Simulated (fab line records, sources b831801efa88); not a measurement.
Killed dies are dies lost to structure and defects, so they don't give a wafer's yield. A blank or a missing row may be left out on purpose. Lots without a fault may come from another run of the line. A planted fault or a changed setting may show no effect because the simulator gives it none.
Chamber matching | flow sky130 | SKY_LI_CONTACT_CMP_02 on cmp-02: 4 sister chambers
The step polishes PSG. 4 wafers are shown with their chamber, then 8 later ones without.

WAFERS WITH THEIR CHAMBER
wafer  | chamber | motor_current_A (A)
L522.4 | 1       | 12.5
L528.5 | 2       | 11.6
L530.6 | 3       | 13.1
L535.3 | 0       | 13.0

WAFERS WITHOUT THEIR CHAMBER
wafer  | motor_current_A (A)
L535.4 | 13.3
L535.5 | 13.6
L539.1 | 13.4
L539.5 | 12.0
L539.6 | 13.1
L540.3 | 11.7
L540.4 | 13.1
L540.5 | 13.8

WHICH CHAMBER EACH WENT THROUGH
wafer  | from the rows above               | in truth
L535.4 | can't be placed: 3 or 0 or 1      | 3
L535.5 | can't be placed: 3 or 0 or 1      | 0
L539.1 | can't be placed: 3 or 0 or 1      | 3
L539.5 | can't be placed: 2 or 1 or 0 or 3 | 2
L539.6 | can't be placed: 3 or 0 or 1      | 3
L540.3 | can't be placed: 2 or 1           | 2
L540.4 | can't be placed: 3 or 0 or 1      | 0
L540.5 | can't be placed: 3 or 0 or 1      | 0
Placed correctly: 0 of 8. Can't be placed from these rows: 8 (the true chamber is among the candidates in 8). Placed wrongly: 0.
How it was worked out, from the rows above alone: a wafer's distance from a chamber is the root of the sum, over the readings, of the square of ((its reading less the chamber's mean) divided by the reading's scatter). The wafer belongs to the nearest chamber; if the next one is less than 2 further off, it can't be placed. A chamber's mean is the mean of its shown wafers. The scatter: with one shown wafer a chamber, the root of the mean of the squares of how far each hidden wafer lies from its nearest shown one.
